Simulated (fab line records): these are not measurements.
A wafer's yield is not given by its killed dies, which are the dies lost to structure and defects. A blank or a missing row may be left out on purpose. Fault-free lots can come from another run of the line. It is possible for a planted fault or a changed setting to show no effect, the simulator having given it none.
Chamber matching    flow sky130    cmp-02 running SKY_FIELD_ISO_CMP_27: 4 sister chambers
The step polishes, stops on Si3N4, t overpolish 16 s, target thk 457.8 nm. 14 wafers are shown with their chamber, then 7 later ones without.

WAFERS WITH THEIR CHAMBER
wafer   chamber  motor current A (A)  platen rpm (rpm)  time to endpoint s (s)
L623.1  3        11.3                 60.03             111
L623.2  1        10.4                 60.02             116
L623.6  3        11.0                 60.08             111
L624.3  1        10.7                 60.08             116
L624.5  0        12.8                 59.98             119
L624.6  1        10.7                 60.04             119
L627.1  3        11.2                 60.00             110
L627.3  1        10.7                 60.00             112
L627.4  2        13.1                 59.99             109
L628.1  0        13.2                 59.96             118
L628.2  3        11.3                 60.01             110
L628.4  2        14.1                 59.99             114
L636.1  1        10.5                 60.02             112
L636.3  0        12.9                 59.95             115

SIGNATURES, as means of the wafers listed above
reading             chamber 0  chamber 1  chamber 2  chamber 3  scatter within a chamber
motor current A     12.967     10.600     13.600     11.200     0.27
platen rpm          59.9633    60.0320    59.9900    60.0300    0.0282
time to endpoint s  117.33     115.00     111.50     110.50     2.41
Rule: a wafer lies at a distance from a chamber equal to the root of the sum of squares, over the readings, of (its reading less the chamber's mean, divided by the reading's scatter). If the next closest chamber is less than 2 further off than the closest, the wafer can't be placed; otherwise it belongs to the closest. The scatter: take each reading less its chamber's mean, square it, sum over the shown wafers, divide by the number of wafers less the number of chambers, and take the root.

WAFERS WITHOUT THEIR CHAMBER
wafer   motor current A (A)  platen rpm (rpm)  time to endpoint s (s)
L636.5  10.7                 59.97             112
L638.1  10.2                 59.99             113
L638.3  13.2                 60.04             114
L638.6  10.5                 59.95             109
L643.1  10.6                 59.97             112
L643.2  13.1                 60.00             113
L643.4  11.5                 59.92             107

WHICH CHAMBER EACH WENT THROUGH
wafer   from the rows above      in truth
L636.5  can't be placed: 1 or 3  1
L638.1  can't be placed: 1 or 3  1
L638.3  can't be placed: 2 or 0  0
L638.6  can't be placed: 1 or 3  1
L643.1  can't be placed: 1 or 3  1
L643.2  can't be placed: 2 or 0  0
L643.4  can't be placed: 3 or 1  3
Placed correctly: 0 of 7. Unplaceable from these rows: 7, with the true chamber sitting among the candidates in 7. Wrongly placed: 0.
